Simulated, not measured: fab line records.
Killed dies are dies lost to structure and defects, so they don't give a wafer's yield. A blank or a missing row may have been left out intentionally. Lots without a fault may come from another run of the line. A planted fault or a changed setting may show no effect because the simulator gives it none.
Which of the tools did it? :: flow sky130 :: 18 wafers sampled from 6 lots at 1 step of a route of 708

WHAT EACH GAUGE READ, for each wafer
SKY_SONOS_TUNNEL_CD_MEAS_07: target cd 410 nm.
lot: L396
measured: day 12 05:31
on: cd-sem-02
cd-nm (nm): 411.5 413.7 411.7

lot: L400
measured: day 13 14:56
on: cd-sem-01
cd-nm (nm): 414.0 414.2 413.5

lot: L402
measured: day 14 05:20
on: cd-sem-02
cd-nm (nm): 406.9 408.0 408.3

lot: L407
measured: day 16 02:50
on: cd-sem-02
cd-nm (nm): 412.1 414.6 412.0

lot: L409
measured: day 16 17:40
on: cd-sem-02
cd-nm (nm): 409.6 411.2 408.6

lot: L415
measured: day 18 19:51
on: cd-sem-02
cd-nm (nm): 411.5 409.1 410.2

WHICH TOOL RAN EACH LOT (tool, then ch and the chambers of the sampled wafers, then the start)
The record shows no process step preceding these readings.

THE ANSWER, worked out from the rows above alone
Rule: the usual values come from the lots themselves. Put in order of their means at a reading, lots are off if they are a third of the lots or fewer, leave a main group of 4 or more, and stand apart from it by a gap of 3 or more times the standard deviation of the main group's means; of several such gaps the widest counts. A main group is skipped when, at the precision printed for the reading in the tables above, its means are all equal. Also off: a lot with no number at a reading for which 4 or more lots have one. The other lots that the step has rows for count as sound.
No lot is off at any reading shown: from this, nothing can be told.

WHAT HAD BEEN PUT IN BY THE SIMULATOR
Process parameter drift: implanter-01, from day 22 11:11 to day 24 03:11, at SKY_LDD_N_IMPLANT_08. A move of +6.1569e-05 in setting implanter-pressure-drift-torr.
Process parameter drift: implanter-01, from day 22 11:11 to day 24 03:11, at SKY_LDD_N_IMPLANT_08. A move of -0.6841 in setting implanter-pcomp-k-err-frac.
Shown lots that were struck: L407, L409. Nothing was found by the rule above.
